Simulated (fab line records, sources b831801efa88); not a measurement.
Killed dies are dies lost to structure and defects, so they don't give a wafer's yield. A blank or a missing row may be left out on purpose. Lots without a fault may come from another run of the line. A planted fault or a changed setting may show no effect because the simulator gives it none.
Chamber matching | flow sky130 | SKY_CONTACT_CMP_04 on cmp-01: 4 sister chambers
The step polishes SiO2. 8 wafers are shown with their chamber, then 8 later ones without.

WAFERS WITH THEIR CHAMBER
wafer  | chamber | motor_current_A (A) | time_to_endpoint_s (s)
L312.4 | 3       | 10.2                | 78
L312.5 | 3       | 10.3                | 78
L315.5 | 0       | 8.3                 | 85
L317.3 | 1       | 12.7                | 78
L324.1 | 2       | 12.6                | 87
L324.2 | 0       | 9.2                 | 83
L324.3 | 1       | 12.8                | 78
L326.3 | 2       | 12.6                | 78

WAFERS WITHOUT THEIR CHAMBER
wafer  | motor_current_A (A) | time_to_endpoint_s (s)
L326.5 | 13.0                | 76
L326.6 | 8.6                 | 81
L333.1 | 11.8                | 80
L333.2 | 10.9                | 80
L333.6 | 8.4                 | 80
L334.1 | 8.5                 | 84
L334.2 | 13.1                | 83
L334.6 | 12.8                | 85

WHICH CHAMBER EACH WENT THROUGH
wafer  | from the rows above     | in truth
L326.5 | can't be placed: 1 or 2 | 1
L326.6 | 0                       | 0
L333.1 | can't be placed: 2 or 1 | 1
L333.2 | 3                       | 3
L333.6 | 0                       | 0
L334.1 | 0                       | 0
L334.2 | can't be placed: 2 or 1 | 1
L334.6 | can't be placed: 2 or 1 | 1
Placed correctly: 4 of 8. Can't be placed from these rows: 4 (the true chamber is among the candidates in 4). Placed wrongly: 0.
How it was worked out, from the rows above alone: a wafer's distance from a chamber is the root of the sum, over the readings, of the square of ((its reading less the chamber's mean) divided by the reading's scatter). The wafer belongs to the nearest chamber; if the next one is less than 2 further off, it can't be placed. A chamber's mean is the mean of its shown wafers. The scatter: the root of (the sum of the squares of (reading less its chamber's mean) over the shown wafers, divided by (wafers less chambers)).
